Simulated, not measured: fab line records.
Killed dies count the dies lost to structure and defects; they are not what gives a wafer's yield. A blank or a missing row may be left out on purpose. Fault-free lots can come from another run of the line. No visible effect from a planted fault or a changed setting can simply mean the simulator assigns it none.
fab line records + flow sky130
record
- lots=13
- wafers=39
- last_day=50
route steps=708 shown LOCAL_INTERCONNECT@403 PAD_OPEN@708
lots that met no fault: from a run of the same line without faults
start_h: start of the lot's first displayed wafer, in hours after the record's first day + wait_h: hours since the lot's step before + " the same as in the row above + L1.1+2: a row that stands for several wafers + - no value, or no start was given + * or withheld: withheld + < > ~ a bound
route shown NAME@n: names a module that has steps shown in the file, with the first one's number in the route + usual: average and standard deviation across the fault-free wafers + same: alike in all rows + chamber/n: place in a boat + sites: each site's reading + _std_site: standard deviation across them + _edge_site: the outer-site mean with the inner-site mean subtracted + radius_mm: how far each site lies from the wafer's centre + mask NAME#n: copy n + behind: tool/chamber where the wafer was last shaped + hold: cause of the lot's hold/its duration in hours/its outcome + device: names the non-switching transistor (n, p or np) + end of line: tests of these same wafers at the route's end + a step given without rows: its recipe and nothing more + killed: dies that structure and defects cost at the first sort, which is not the same as the wafer's yield + map: the dies of a wafer, with x for killed, . for not killed, _ for no die there
set.NAME: the setting as run; set.NAME@STEP: as run at that earlier step + model.NAME: the simulator's own value behind a step, which no gauge read
route steps across a sampled set of lots; one table per step, one row per wafer
services: when a tool's chamber went out of use (start_h, in hours from the record's first day, below 0 if earlier), for how many hours, and the reason
## steps
# step SKY_LOCAL_INTERCONNECT_STRIP_16
# recipe
- chemistry=post_etch_residue_remover
- time_s=1200
- temp_c=72.5
# same
- time_s=1200
| lot.wafer  | tool         | chamber | start_h | wait_h |
|------------|--------------|---------|---------|--------|
| L643.4+5+6 | wet_bench-04 | 3       | 690.55  | 0.0    |
| L644.3+4+5 | wet_bench-04 | 0       | 698.85  | 0.0    |
| L646.3+4+6 | wet_bench-02 | 2       | 719.90  | 0.0    |
| L647.2+4+6 | wet_bench-01 | 1       | 728.55  | 0.1    |
| L649.1+4+6 | wet_bench-02 | 2       | 748.96  | 0.1    |
| L653.3+4+5 | wet_bench-01 | 1       | 801.19  | 0.0    |
| L654.1+4+5 | wet_bench-01 | 3       | 805.10  | 0.1    |
| L655.1+4+5 | wet_bench-02 | 2       | 806.68  | 0.1    |
| L658.1+5+6 | wet_bench-04 | 1       | 825.79  | 0.1    |
| L663.1+2+3 | wet_bench-01 | 1       | 860.58  | 0.1    |
| L664.1+2+4 | wet_bench-04 | 3       | 872.53  | 0.1    |
| L665.2+4+6 | wet_bench-01 | 0       | 873.74  | 0.1    |
| L666.1+4+6 | wet_bench-02 | 1       | 875.55  | 0.1    |
# step SKY_PAD_OPEN_PROBE_99
# usual
- killed_at_M0_to_M3=44/7.2
- killed_at_M4_up=3.1/1.8
- killed_at_contacts=24/4.5
- killed_at_front_end=16/4.4
- killed_at_other=0.2/0.42
- killed_dies=87/8.9
- killed_open=48/6.4
- killed_short=39/6.2
# same
- gross_dies=492
- killed_at_back_side=0
| lot.wafer | tool      | chamber | start_h | wait_h | killed_at_M0_to_M3 | killed_at_M4_up | killed_at_contacts | killed_at_front_end | killed_at_other | killed_dies | killed_open | killed_short |
|-----------|-----------|---------|---------|--------|--------------------|-----------------|--------------------|---------------------|-----------------|-------------|-------------|--------------|
| L649.1    | prober-01 | -       | 1097.38 | 0.1    | 43                 | 4               | 20                 | 29                  | 2               | 98          | 40          | 58           |
| L649.4    | prober-01 | -       | 1097.53 | 0.2    | 38                 | 2               | 23                 | 22                  | 0               | 85          | 51          | 34           |
| L649.6    | prober-01 | -       | 1097.63 | 0.2    | 42                 | 0               | 28                 | 23                  | 0               | 93          | 46          | 47           |
| L655.1    | prober-01 | -       | 1139.77 | 0.1    | 39                 | 2               | 52                 | 15                  | 0               | 108         | 41          | 41           |
| L655.4    | prober-01 | -       | 1139.92 | 0.2    | 25                 | 3               | 52                 | 15                  | 0               | 95          | 34          | 31           |
| L655.5    | prober-01 | -       | 1139.97 | 0.2    | 41                 | 6               | 48                 | 18                  | 0               | 113         | 41          | 47           |
| L658.1    | prober-02 | -       | 1156.57 | 0.1    | 42                 | 3               | 18                 | 14                  | 0               | 77          | 40          | 37           |
| L658.5    | prober-02 | -       | 1156.77 | 0.2    | 38                 | 1               | 21                 | 12                  | 1               | 73          | 39          | 34           |
| L658.6    | prober-02 | -       | 1156.82 | 0.2    | 46                 | 2               | 26                 | 9                   | 0               | 83          | 41          | 42           |
| L664.1    | prober-02 | -       | 1186.54 | 0.1    | 33                 | 6               | 28                 | 16                  | 0               | 83          | 47          | 36           |
| L664.2    | prober-02 | -       | 1186.59 | 0.1    | 43                 | 3               | 24                 | 18                  | 0               | 88          | 49          | 39           |
| L664.4    | prober-02 | -       | 1186.69 | 0.2    | 46                 | 2               | 20                 | 18                  | 1               | 87          | 51          | 36           |
| L666.1    | prober-02 | -       | 1188.64 | 0.1    | 39                 | 3               | 26                 | 15                  | 0               | 83          | 57          | 26           |
| L666.4    | prober-02 | -       | 1188.79 | 0.2    | 42                 | 3               | 18                 | 19                  | 0               | 82          | 46          | 36           |
| L666.6    | prober-02 | -       | 1188.89 | 0.2    | 44                 | 5               | 26                 | 13                  | 0               | 88          | 47          | 41           |
# killed by level:class
L649.1 POLY_GATE:geometric_particle:short=8 VIA1:geometric_particle:open=8 METAL2:geometric_particle:short=8 POLY_GATE:geometric_particle:open=7 LI_CONTACT:geometric_particle:open=6 LOCAL_INTERCONNECT:geometric_particle:short=6 VIA1:geometric_particle:short=6 VIA2:geometric_particle:short=6
L649.4 VIA1:geometric_particle:open=12 FIELD_ISO:geometric_particle:short=10 FIELD_ISO:geometric_particle:open=8 CONTACT:geometric_particle:open=8 LI_CONTACT:geometric_particle:open=7 VIA3:geometric_particle:open=7 LOCAL_INTERCONNECT:geometric_particle:short=4 VIA2:geometric_particle:open=4
L649.6 VIA1:geometric_particle:open=9 VIA2:geometric_particle:open=8 CONTACT:geometric_particle:open=8 LOCAL_INTERCONNECT:geometric_particle:short=7 FIELD_ISO:geometric_particle:short=6 POLY_GATE:geometric_particle:open=6 LI_CONTACT:geometric_particle:open=6 METAL2:geometric_particle:short=6
L655.1 LOCAL_INTERCONNECT:unspecified=26 VIA1:geometric_particle:open=12 POLY_GATE:geometric_particle:open=6 LI_CONTACT:geometric_particle:short=6 CONTACT:geometric_particle:open=6 METAL2:geometric_particle:short=6 CONTACT:geometric_particle:short=5 VIA3:geometric_particle:open=5
L655.4 LOCAL_INTERCONNECT:unspecified=30 LI_CONTACT:geometric_particle:open=7 VIA1:geometric_particle:open=7 FIELD_ISO:geometric_particle:short=6 CONTACT:geometric_particle:open=5 LI_CONTACT:geometric_particle:short=4 METAL2:geometric_particle:short=4 CONTACT:geometric_particle:short=3
L655.5 LOCAL_INTERCONNECT:unspecified=25 CONTACT:geometric_particle:open=10 POLY_GATE:geometric_particle:short=7 METAL2:geometric_particle:short=7 VIA1:geometric_particle:open=7 METAL4:geometric_particle:short=6 VIA3:geometric_particle:open=6 METAL3:geometric_particle:short=5
L658.1 VIA1:geometric_particle:open=10 FIELD_ISO:geometric_particle:open=6 CONTACT:geometric_particle:short=5 METAL2:geometric_particle:short=5 VIA3:geometric_particle:open=5 FIELD_ISO:geometric_particle:short=4 VIA2:geometric_particle:open=4 CONTACT:geometric_particle:open=4
L658.5 CONTACT:geometric_particle:open=8 VIA1:geometric_particle:open=8 VIA3:geometric_particle:open=7 LOCAL_INTERCONNECT:geometric_particle:short=6 METAL2:geometric_particle:short=5 METAL1:geometric_particle:short=4 VIA1:geometric_particle:short=4 FIELD_ISO:geometric_particle:open=3
L658.6 VIA2:geometric_particle:open=11 VIA1:geometric_particle:open=10 CONTACT:geometric_particle:open=7 VIA1:geometric_particle:short=7 CONTACT:geometric_particle:short=6 METAL2:geometric_particle:short=6 LI_CONTACT:geometric_particle:short=5 LI_CONTACT:geometric_particle:open=5
L664.1 CONTACT:geometric_particle:open=8 FIELD_ISO:geometric_particle:open=7 LI_CONTACT:geometric_particle:open=7 VIA1:geometric_particle:open=5 METAL2:geometric_particle:short=5 FIELD_ISO:geometric_particle:short=4 LI_CONTACT:geometric_particle:short=4 VIA1:geometric_particle:short=4
L664.2 LI_CONTACT:geometric_particle:open=10 VIA1:geometric_particle:open=9 VIA2:geometric_particle:open=8 POLY_GATE:geometric_particle:short=6 POLY_GATE:geometric_particle:open=5 CONTACT:geometric_particle:short=5 METAL3:geometric_particle:short=5 VIA3:geometric_particle:open=5
L664.4 VIA1:geometric_particle:open=13 VIA3:geometric_particle:open=11 CONTACT:geometric_particle:open=7 VIA2:geometric_particle:open=6 FIELD_ISO:geometric_particle:short=5 LOCAL_INTERCONNECT:geometric_particle:short=5 VIA1:geometric_particle:short=4 LI_CONTACT:geometric_particle:open=4
L666.1 VIA1:geometric_particle:open=11 LI_CONTACT:geometric_particle:open=10 CONTACT:geometric_particle:open=9 VIA3:geometric_particle:open=6 VIA2:geometric_particle:open=6 FIELD_ISO:geometric_particle:open=5 VIA1:geometric_particle:short=5 POLY_GATE:geometric_particle:short=3
L666.4 VIA1:geometric_particle:open=8 VIA2:geometric_particle:open=8 FIELD_ISO:geometric_particle:open=7 CONTACT:geometric_particle:open=6 VIA3:geometric_particle:open=6 LOCAL_INTERCONNECT:geometric_particle:short=4 METAL3:geometric_particle:short=4 FIELD_ISO:geometric_particle:short=3
L666.6 VIA1:geometric_particle:open=12 CONTACT:geometric_particle:open=9 CONTACT:geometric_particle:short=7 METAL3:geometric_particle:short=6 VIA2:geometric_particle:open=6 POLY_GATE:geometric_particle:open=5 LI_CONTACT:geometric_particle:open=5 METAL4:geometric_particle:short=5
## services
| tool         | chamber | start_h | hours | kind   |
|--------------|---------|---------|-------|--------|
| wet_bench-02 | -       | 683.19  | 2.5   | repair |
| wet_bench-01 | -       | 796.40  | 1.9   | pm     |
## key
first_sign
- step=SKY_PAD_OPEN_PROBE_99
- reading=killed_at_contacts
- direction=up
- sigmas=5.8
- usual=24
- struck=51
effect none on later readings
met_at SKY_LOCAL_INTERCONNECT_STRIP_16
struck_lots L655
struck_wafers L655.1,L655.4,L655.5
tester_left_out L655
onset_between 748.96 806.68
fault
- kind=chamber_particle_source
- tool=wet_bench-02
- chamber=2
- onset_h=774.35
- steps=SKY_LOCAL_INTERCONNECT_STRIP_16
- rate_per_visit_cm2=1.1806
- end_h=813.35
# tester_left_out: of these lots the tester's yield and bins aren't shown, on N5 and GAA mostly nor the transistor test; their killed dies are dies lost to structure and defects alone, not to doping, threshold or leakage, so they don't give the yield
